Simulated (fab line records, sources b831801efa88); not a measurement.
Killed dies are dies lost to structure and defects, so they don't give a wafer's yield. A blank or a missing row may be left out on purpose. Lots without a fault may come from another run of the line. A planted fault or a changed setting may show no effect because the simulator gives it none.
Which tool did it? | flow gf180mcu | 12 lots, 36 wafers sampled, at 6 steps of a route of 602

WHAT THE GAUGES READ, wafer by wafer
GF_VT_IMPLANT_TW_MEAS_32.
lot  | measured     | on            | VT_IMPLANT_3_TW
L485 | day 7 09:41  | film_metro-03 | 271.5 271.7 271.4
L486 | day 7 17:12  | film_metro-02 | 268.1 267.3 268.3
L487 | day 8 05:56  | film_metro-02 | 267.0 266.5 266.0
L488 | day 8 12:07  | film_metro-03 | 271.1 269.9 270.0
L489 | day 8 15:31  | film_metro-03 | 30.3 30.0 30.2
L490 | day 8 22:02  | film_metro-02 | 266.3 266.9 267.0
L494 | day 10 00:04 | film_metro-01 | 266.8 268.2 267.1
L500 | day 11 13:02 | film_metro-01 | 268.6 270.6 269.1
L501 | day 11 21:29 | film_metro-02 | 267.1 267.1 267.3
L502 | day 12 04:17 | film_metro-02 | 268.2 268.8 268.5
L503 | day 12 10:35 | film_metro-02 | 268.7 267.6 267.1
L506 | day 13 15:50 | film_metro-03 | 274.3 274.2 273.4

GF_CONTACT_THK_MEAS_03.
lot  | measured     | on            | CONTACT_CVD_02_THK (nm)
L485 | day 15 22:32 | film_metro-01 | 873 879 878
L486 | day 16 05:41 | film_metro-01 | 866 872 873
L487 | day 17 01:13 | film_metro-01 | 857 865 887
L488 | day 17 13:05 | film_metro-04 | 860 862 868
L490 | day 17 21:16 | film_metro-02 | 858 865 861
L494 | day 19 07:31 | film_metro-04 | 842 847 858
L500 | day 21 09:20 | film_metro-04 | 863 851 866
L501 | day 21 16:32 | film_metro-04 | 861 866 871
L502 | day 22 02:02 | film_metro-01 | 853 857 873
L503 | day 22 10:19 | film_metro-02 | 863 871 860
L506 | day 23 18:50 | film_metro-02 | 861 871 874

GF_M1_OVL_MEAS_15.
lot  | measured     | on         | M1_OVL (nm)
L485 | day 17 21:10 | overlay-02 | 16 0 9
L486 | day 18 06:03 | overlay-02 | 11 9 8
L487 | day 19 01:18 | overlay-02 | 4 6 2
L488 | day 19 14:48 | overlay-02 | -1 0 0
L490 | day 19 22:51 | overlay-01 | -5 7 -2
L494 | day 21 10:05 | overlay-02 | 4 0 2
L500 | day 23 10:10 | overlay-01 | 3 6 5
L501 | day 23 17:04 | overlay-02 | 5 12 5
L502 | day 24 02:16 | overlay-02 | 4 9 4
L503 | day 24 09:47 | overlay-02 | -10 4 -16
L506 | day 25 15:28 | overlay-02 | -6 1 0

WHICH TOOL RAN EACH LOT (tool, then ch and the chambers of the sampled wafers, then the start)
lot  | GF_VT_IMPLANT_STRIP_20               | GF_VT_IMPLANT_STRIP_31               | GF_POLY_GATE_STRIP_14
L485 | plasma_asher-01 ch 0,1, day 6 18:03  | plasma_asher-01 ch 0,1, day 7 09:35  | plasma_asher-04 ch 0,1, day 9 18:53
L486 | plasma_asher-01 ch 0,1, day 7 01:23  | plasma_asher-02 ch 0,1, day 7 17:04  | plasma_asher-03 ch 0,1, day 10 02:29
L487 | plasma_asher-01 ch 0, day 7 13:04    | plasma_asher-01 ch 0,1, day 8 05:50  | plasma_asher-03 ch 0,1, day 10 18:27
L488 | plasma_asher-01 ch 0,1, day 7 19:28  | plasma_asher-03 ch 0,1, day 8 11:59  | plasma_asher-02 ch 0,1, day 10 23:41
L489 | plasma_asher-01 ch 0,1, day 7 22:38  | plasma_asher-02 ch 0,1, day 8 15:25  | -
L490 | plasma_asher-03 ch 0,1, day 8 04:16  | plasma_asher-02 ch 0,1, day 8 21:55  | plasma_asher-03 ch 0,1, day 11 09:09
L494 | plasma_asher-03 ch 0,1, day 9 06:19  | plasma_asher-03 ch 0,1, day 9 23:58  | plasma_asher-03 ch 0,1, day 12 14:47
L500 | plasma_asher-02 ch 0,1, day 10 18:40 | plasma_asher-03 ch 0,1, day 11 12:55 | plasma_asher-02 ch 0,1, day 14 08:33
L501 | plasma_asher-01 ch 0,1, day 11 02:40 | plasma_asher-03 ch 0,1, day 11 21:24 | plasma_asher-03 ch 0,1, day 14 15:44
L502 | plasma_asher-01 ch 0,1, day 11 09:11 | plasma_asher-03 ch 0,1, day 12 04:11 | plasma_asher-04 ch 0,1, day 14 23:32
L503 | plasma_asher-01 ch 0,1, day 11 14:49 | plasma_asher-01 ch 0,1, day 12 10:29 | plasma_asher-02 ch 0,1, day 15 05:57
L506 | plasma_asher-01 ch 0,1, day 12 18:52 | plasma_asher-02 ch 0,1, day 13 15:45 | plasma_asher-03 ch 0,1, day 16 13:16
- GF_VT_IMPLANT_STRIP_20: strips in O2/N2.
- GF_VT_IMPLANT_STRIP_31: strips in O2/N2.
- GF_POLY_GATE_STRIP_14: strips in O2/N2.

WHAT THE TOOLS THEMSELVES READ (means of the sampled wafers that have a number; where no wafer has one, the mark that the record gives instead)
GF_VT_IMPLANT_STRIP_20.
lot  | tool            | drypump_motor_current_A (A) | heater_power_w (W) | oes_product_au (a.u.) | strip_time_to_endpoint_s (s)
L485 | plasma_asher-01 | 6.0                         | 344                | 0.711                 | 12.61
L486 | plasma_asher-01 | 6.0                         | 327                | 0.714                 | 12.67
L487 | plasma_asher-01 | 6.0                         | 319                | 0.714                 | 12.66
L488 | plasma_asher-01 | 6.0                         | 342                | 0.712                 | 12.60
L489 | plasma_asher-01 | 6.0                         | 339                | 0.903                 | -
L490 | plasma_asher-03 | 6.3                         | 334                | 0.715                 | 12.68
L494 | plasma_asher-03 | 6.3                         | 335                | 0.713                 | 12.68
L500 | plasma_asher-02 | 5.9                         | 340                | 0.713                 | 12.62
L501 | plasma_asher-01 | 6.0                         | 326                | 0.717                 | 12.65
L502 | plasma_asher-01 | 6.0                         | 332                | 0.715                 | 12.64
L503 | plasma_asher-01 | 6.0                         | 336                | 0.714                 | 12.64
L506 | plasma_asher-01 | 6.0                         | 338                | 0.713                 | 12.66

GF_VT_IMPLANT_STRIP_31.
lot  | tool            | drypump_motor_current_A (A) | heater_power_w (W) | oes_product_au (a.u.) | strip_time_to_endpoint_s (s)
L485 | plasma_asher-01 | 6.0                         | 340                | 0.720                 | 12.696
L486 | plasma_asher-02 | 5.6                         | 355                | 0.716                 | 12.615
L487 | plasma_asher-01 | 6.0                         | 341                | 0.717                 | 12.681
L488 | plasma_asher-03 | 6.2                         | 331                | 0.718                 | 12.624
L489 | plasma_asher-02 | 5.8                         | 340                | 0.714                 | 24.423
L490 | plasma_asher-02 | 5.9                         | 342                | 0.719                 | 12.636
L494 | plasma_asher-03 | 6.0                         | 331                | 0.718                 | 12.623
L500 | plasma_asher-03 | 6.0                         | 331                | 0.718                 | 12.628
L501 | plasma_asher-03 | 6.0                         | 335                | 0.710                 | 12.613
L502 | plasma_asher-03 | 6.1                         | 335                | 0.715                 | 12.632
L503 | plasma_asher-01 | 6.0                         | 341                | 0.723                 | 12.619
L506 | plasma_asher-02 | 5.9                         | 338                | 0.717                 | 12.640

GF_POLY_GATE_STRIP_14.
lot  | tool            | drypump_motor_current_A (A) | heater_power_w (W) | oes_product_au (a.u.)
L485 | plasma_asher-04 | 5.6                         | 339                | 0.505
L486 | plasma_asher-03 | 6.2                         | 333                | 0.501
L487 | plasma_asher-03 | 6.3                         | 330                | 0.505
L488 | plasma_asher-02 | 5.6                         | 359                | 0.506
L490 | plasma_asher-03 | 6.0                         | 343                | 0.506
L494 | plasma_asher-03 | 6.0                         | 332                | 0.506
L500 | plasma_asher-02 | 5.6                         | 356                | 0.511
L501 | plasma_asher-03 | 6.3                         | 329                | 0.505
L502 | plasma_asher-04 | 5.6                         | 339                | 0.505
L503 | plasma_asher-02 | 5.9                         | 339                | 0.500
L506 | plasma_asher-03 | 6.0                         | 335                | 0.506

THE ANSWER, worked out from the rows above alone
Rule: what is usual is taken from the lots themselves. Put in order of their means at a reading, lots are off if they are a third of the lots or fewer, leave a main group of 4 or more, and stand apart from it by a gap of 3 or more times the standard deviation of the main group's means; of several such gaps the widest counts. A main group whose means are all the same, to the digits that the tables above print for the reading, isn't used. A lot without any number at a reading at which 4 lots or more have one is off too. The other lots that the step has rows for count as sound. The gauges are gone through in route order, then the tools' own readings, and for those a lot's mean is taken as printed above. The first step at which some lot is off is used, and at that step the reading that is off furthest; a lot without a number counts as furthest.
Off: L489, at GF_VT_IMPLANT_TW_MEAS_32 (VT_IMPLANT_3_TW). The main group: mean 268.8, standard deviation 2.2.
A tool fits if, at a process step before that reading, it ran every lot that is off, and no sound lot after the first of them. The gauges at GF_VT_IMPLANT_TW_MEAS_32 aren't tried: what is off there is off at GF_VT_IMPLANT_STRIP_20 too, on other tools, and a gauge's error can't cause that. None of those tried fits.

WHAT THE SIMULATOR HAD PUT IN
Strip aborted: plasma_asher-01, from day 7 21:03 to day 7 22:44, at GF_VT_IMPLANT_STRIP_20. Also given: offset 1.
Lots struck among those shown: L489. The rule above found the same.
